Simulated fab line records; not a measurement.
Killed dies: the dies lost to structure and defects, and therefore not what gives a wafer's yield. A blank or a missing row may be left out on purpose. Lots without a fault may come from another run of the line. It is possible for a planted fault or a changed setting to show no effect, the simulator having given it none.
Which tool was responsible? ; flow sky130 ; 24 lots with 72 wafers sampled at 6 steps, on a route of 708 steps

WHAT THE GAUGES SHOWED, per wafer
SKY_RES_XHIGH_TW_MEAS_09. Usual: RES_XHIGH_TW 1623, standard deviation 20.
lot;measured;on;RES_XHIGH_TW;flag
L074;day 26 15:51;film_metro-04;1636 1636 1641;
L075;day 26 18:37;film_metro-02;1625 1623 1628;
L076;day 27 13:32;film_metro-01;1602 1603 1597;
L077;day 28 02:55;film_metro-02;1632 1636 1626;
L078;day 28 05:14;film_metro-04;1648 1657 1647;
L079;day 28 19:02;film_metro-01;1597 1590 1591;
L080;day 29 02:59;film_metro-02;1645 1631 1642;
L081;day 29 18:18;film_metro-01;1586 1606 1605;
L082;day 29 18:35;film_metro-02;1639 1634 1639;
L083;day 30 03:21;film_metro-02;1629 1627 1631;
L084;day 30 10:41;film_metro-01;1586 1593 1585;
L085;day 30 22:27;film_metro-01;1604 1599 1600;
L086;day 31 12:58;film_metro-01;1596 1600 1605;
L087;day 31 13:36;film_metro-04;1646 1647 1645;
L088;day 32 05:04;film_metro-04;1637 1643 1643;
L090;day 32 10:33;film_metro-04;1644 1640 1637;
L089;day 32 11:49;film_metro-02;1631 1622 1617;
L091;day 32 15:13;film_metro-04;1635 1641 1640;
L092;day 33 01:34;film_metro-01;1601 1600 1598;
L093;day 33 05:56;film_metro-02;1630 1627 1633;
L095;day 33 16:56;film_metro-04;1650 1640 1648;
L094;day 34 00:57;film_metro-02;1640 1633 1624;
L097;day 34 07:43;film_metro-02;1633 1635 1639;
L096;day 34 08:44;film_metro-01;1601 1592 1593;

SKY_LOCAL_INTERCONNECT_RS_MEAS_01: the measuring method here is four-point-probe. Usual: LOCAL_INTERCONNECT_TIN_RS 14.14 ohm/sq, standard deviation 0.15.
lot;measured;on;LOCAL_INTERCONNECT_TIN_RS (ohm/sq);flag
L074;day 29 03:40;film_metro-03;14.11 14.12 13.99;
L075;day 29 07:29;film_metro-03;13.94 14.06 13.97;
L076;day 30 00:35;film_metro-02;14.21 14.04 14.27;
L077;day 30 13:55;film_metro-01;14.07 14.26 14.21;
L078;day 30 16:28;film_metro-03;14.08 14.20 14.28;
L079;day 31 05:51;film_metro-01;13.92 13.96 13.93;
L080;day 31 13:49;film_metro-01;13.98 14.09 13.98;
L081;day 32 06:29;film_metro-03;14.18 14.39 14.20;
L082;day 32 06:47;film_metro-01;14.05 14.12 14.28;
L083;day 32 12:40;film_metro-02;13.78 13.85 13.96;
L084;day 32 20:50;film_metro-03;14.36 14.35 14.44;
L085;day 33 08:49;film_metro-01;14.11 13.80 13.93;
L086;day 33 21:42;film_metro-03;14.24 14.12 14.21;
L087;day 33 22:33;film_metro-01;14.45 14.27 14.40;
L088;day 34 13:19;film_metro-02;14.39 14.21 14.24;
L090;day 34 18:17;film_metro-03;14.31 14.44 14.51;
L089;day 34 19:57;film_metro-02;13.85 14.13 14.19;
L091;day 34 22:30;film_metro-03;14.17 14.34 14.36;
L092;day 35 09:32;film_metro-02;14.29 14.01 14.11;
L093;day 35 13:42;film_metro-01;14.00 14.07 14.18;
L095;day 36 00:43;film_metro-01;13.98 14.13 14.05;
L094;day 36 08:29;film_metro-01;13.96 13.93 14.15;
L097;day 36 14:53;film_metro-01;14.13 14.26 14.35;
L096;day 36 15:50;film_metro-03;14.11 14.36 13.97;

SKY_CONTACT_BOW_MEAS_05. Usual: CONTACT_BOW 81 um, standard deviation 6.7.
lot;measured;on;CONTACT_BOW (um);flag
L074;day 30 10:01;film_metro-03;75 76 83;
L075;day 30 13:01;film_metro-02;80 84 76;
L076;day 31 06:37;film_metro-04;78 81 90;
L077;day 31 19:40;film_metro-03;79 85 90;
L078;day 31 22:25;film_metro-04;75 68 92;
L079;day 32 11:12;film_metro-02;80 83 82;
L080;day 32 18:49;film_metro-02;70 82 72;
L081;day 33 11:13;film_metro-03;74 82 89;
L082;day 33 11:34;film_metro-02;83 94 77;
L083;day 33 17:17;film_metro-02;90 79 83;
L084;day 34 00:58;film_metro-03;73 87 83;
L085;day 34 11:37;film_metro-02;80 76 90;
L086;day 35 01:31;film_metro-03;80 83 85;
L087;day 35 02:08;film_metro-03;75 72 84;
L088;day 35 17:08;film_metro-03;84 83 66;
L090;day 35 21:50;film_metro-03;85 86 86;
L089;day 35 23:49;film_metro-04;85 87 77;
L091;day 36 01:37;film_metro-02;82 81 89;
L092;day 36 13:38;film_metro-03;81 87 75;
L093;day 36 17:26;film_metro-03;73 79 80;
L095;day 37 03:56;film_metro-02;71 89 79;
L094;day 37 11:29;film_metro-03;81 92 80;
L097;day 37 18:22;film_metro-02;77 91 73;
L096;day 37 19:31;film_metro-03;81 78 79;

SKY_CONTACT_THK_MEAS_26: measures by xrf. Usual: CONTACT_W_THK 340 nm, standard deviation 5.
lot;measured;on;CONTACT_W_THK (nm);flag
L074;day 31 15:12;film_metro-03;333 334 340;
L075;day 31 18:37;film_metro-04;337 338 343;
L076;day 32 11:23;film_metro-04;339 339 345;
L077;day 33 00:12;film_metro-03;337 334 342;
L078;day 33 02:22;film_metro-03;341 337 334;
L079;day 33 15:17;film_metro-04;339 335 340;
L080;day 33 23:00;film_metro-02;331 333 325;
L081;day 34 14:01;film_metro-04;341 349 342;
L082;day 34 15:34;film_metro-04;335 346 341;
L083;day 34 21:19;film_metro-02;338 342 341;
L084;day 35 04:41;film_metro-03;344 341 342;
L085;day 35 14:25;film_metro-02;335 338 334;
L086;day 36 05:04;film_metro-04;344 348 342;
L087;day 36 05:40;film_metro-03;343 340 337;
L088;day 36 20:17;film_metro-03;339 333 347;
L090;day 37 00:51;film_metro-03;340 341 343;
L089;day 37 02:53;film_metro-03;336 341 338;
L091;day 37 04:52;film_metro-02;345 339 342;
L092;day 37 16:23;film_metro-02;348 345 341;
L093;day 37 20:49;film_metro-02;340 335 343;
L095;day 38 06:19;film_metro-03;338 345 346;
L094;day 38 14:14;film_metro-02;336 332 335;
L097;day 38 21:43;film_metro-03;343 334 343;
L096;day 38 22:42;film_metro-03;330 329 340;

SKY_METAL2_OVL_MEAS_16. Usual: METAL2_OVL 0 nm, standard deviation 4.8.
lot;measured;on;METAL2_OVL (nm);flag
L074;day 35 03:12;overlay-02;5 6 5;
L075;day 35 07:21;overlay-02;-7 -2 4;
L076;day 35 22:33;overlay-02;5 7 -2;
L077;day 36 11:39;overlay-02;6 5 5;
L078;day 36 12:48;overlay-02;-2 -12 -8;
L079;day 37 01:27;overlay-02;4 -1 7;
L080;day 37 09:28;overlay-01;1 7 -1;
L081;day 37 23:32;overlay-01;2 0 0;
L082;day 38 02:32;overlay-01;-4 -2 -4;
L083;day 38 06:36;overlay-01;-2 2 -4;
L084;day 38 15:13;overlay-02;-1 -4 -4;
L085;day 39 00:05;overlay-01;-4 -3 -5;
L086;day 39 13:13;overlay-02;0 -3 -6;
L087;day 39 13:19;overlay-01;3 4 8;
L088;day 40 04:09;overlay-02;-4 -5 0;
L090;day 40 08:12;overlay-02;-5 -1 2;
L089;day 40 09:22;overlay-02;-4 1 5;
L091;day 40 12:06;overlay-01;13 8 2;
L092;day 41 02:57;overlay-01;7 5 0;
L093;day 41 03:35;overlay-02;-1 6 4;
L095;day 41 12:33;overlay-01;2 1 -8;
L094;day 41 19:54;overlay-02;1 5 -3;
L097;day 42 03:13;overlay-02;5 -9 -9;
L096;day 42 04:30;overlay-02;4 -3 3;

WHAT TOOL EACH LOT RAN ON (gives the tool, then ch and the chambers of the sampled wafers, and finally the start)
lot;SKY_CONTACT_STRIP_19
L074;plasma_asher-02 ch 0,1, day 31 14:17
L075;plasma_asher-01 ch 1, day 31 17:44
L076;plasma_asher-02 ch 0,1, day 32 10:25
L077;plasma_asher-04 ch 0,1, day 32 23:14
L078;plasma_asher-01 ch 0,1, day 33 01:28
L079;plasma_asher-04 ch 0,1, day 33 14:25
L080;plasma_asher-01 ch 0,1, day 33 22:07
L081;plasma_asher-02 ch 0,1, day 34 13:08
L082;plasma_asher-04 ch 0,1, day 34 14:41
L083;plasma_asher-04 ch 0,1, day 34 20:25
L084;plasma_asher-01 ch 0,1, day 35 03:48
L085;plasma_asher-04 ch 0,1, day 35 13:32
L086;plasma_asher-04 ch 0,1, day 36 04:06
L087;plasma_asher-04 ch 0,1, day 36 04:44
L088;plasma_asher-01 ch 0,1, day 36 19:22
L090;plasma_asher-02 ch 0,1, day 36 23:58
L089;plasma_asher-04 ch 0,1, day 37 01:59
L091;plasma_asher-02 ch 0,1, day 37 04:00
L092;plasma_asher-04 ch 0,1, day 37 15:29
L093;plasma_asher-01 ch 0,1, day 37 19:49
L095;plasma_asher-04 ch 1, day 38 05:26
L094;plasma_asher-02 ch 0,1, day 38 13:22
L097;plasma_asher-04 ch 0,1, day 38 20:48
L096;plasma_asher-04 ch 0,1, day 38 21:49
- SKY_CONTACT_STRIP_19: strips in O2/N2.

AS READ BY THE TOOLS THEMSELVES (means over the sampled wafers that have a number; for cases with no such wafer, the mark the record gives instead)
SKY_CONTACT_STRIP_19. Usual: chamber_pressure_mTorr 1500.0 mTorr, standard deviation 1.3; drypump_motor_current_A 5.8 A, standard deviation 0.51; oes_product_au 0.381 a.u., standard deviation 0.0049; strip_time_to_endpoint_s 3.629 s, standard deviation 0.027.
lot;tool;chamber_pressure_mTorr (mTorr);drypump_motor_current_A (A);oes_product_au (a.u.);strip_time_to_endpoint_s (s);flag
L074;plasma_asher-02;1499.8;5.7;0.383;3.645;
L075;plasma_asher-01;1499.5;6.1;0.377;3.632;
L076;plasma_asher-02;1499.2;5.6;0.382;3.608;
L077;plasma_asher-04;1500.2;6.0;0.385;3.631;
L078;plasma_asher-01;1500.4;5.9;0.384;3.599;
L079;plasma_asher-04;1499.6;5.7;0.381;3.626;
L080;plasma_asher-01;1498.9;5.6;0.381;3.638;
L081;plasma_asher-02;1501.1;5.7;0.377;3.604;
L082;plasma_asher-04;1500.6;5.7;0.377;3.613;
L083;plasma_asher-04;1501.3;5.7;0.387;3.653;
L084;plasma_asher-01;1500.0;5.8;0.376;3.651;
L085;plasma_asher-04;1499.9;5.7;0.379;3.653;
L086;plasma_asher-04;1499.4;5.7;0.380;3.632;
L087;plasma_asher-04;1500.1;5.7;0.381;3.604;
L088;plasma_asher-01;1500.3;5.9;0.377;3.619;
L090;plasma_asher-02;1500.0;6.0;0.382;3.618;
L089;plasma_asher-04;1500.2;6.0;0.384;3.638;
L091;plasma_asher-02;1499.3;6.0;0.384;3.650;
L092;plasma_asher-04;1499.8;6.0;0.385;3.615;
L093;plasma_asher-01;1499.6;5.6;0.382;3.653;
L095;plasma_asher-04;1499.5;6.4;0.380;3.596;
L094;plasma_asher-02;1499.5;5.6;0.387;3.642;
L097;plasma_asher-04;1500.4;6.0;0.383;3.628;
L096;plasma_asher-04;1499.8;6.0;0.384;3.662;

THE ANSWER, worked out from the rows above alone
Rule: lot off if the mean of its wafers having a number is beyond 3 standard deviations from the usual mean. Also off: a lot with no number at a reading for which 4 or more lots have one. Any other lot the step has rows for is counted as sound. First the gauges in route order, then the tools' own readings, where a lot's mean is used as printed above. At the first step where some lot is off, the reading lying furthest off is the one used; lots without a number count as furthest.
Nothing can be told from this: no lot is off at any reading shown.

WHAT WAS PUT IN BY THE SIMULATOR
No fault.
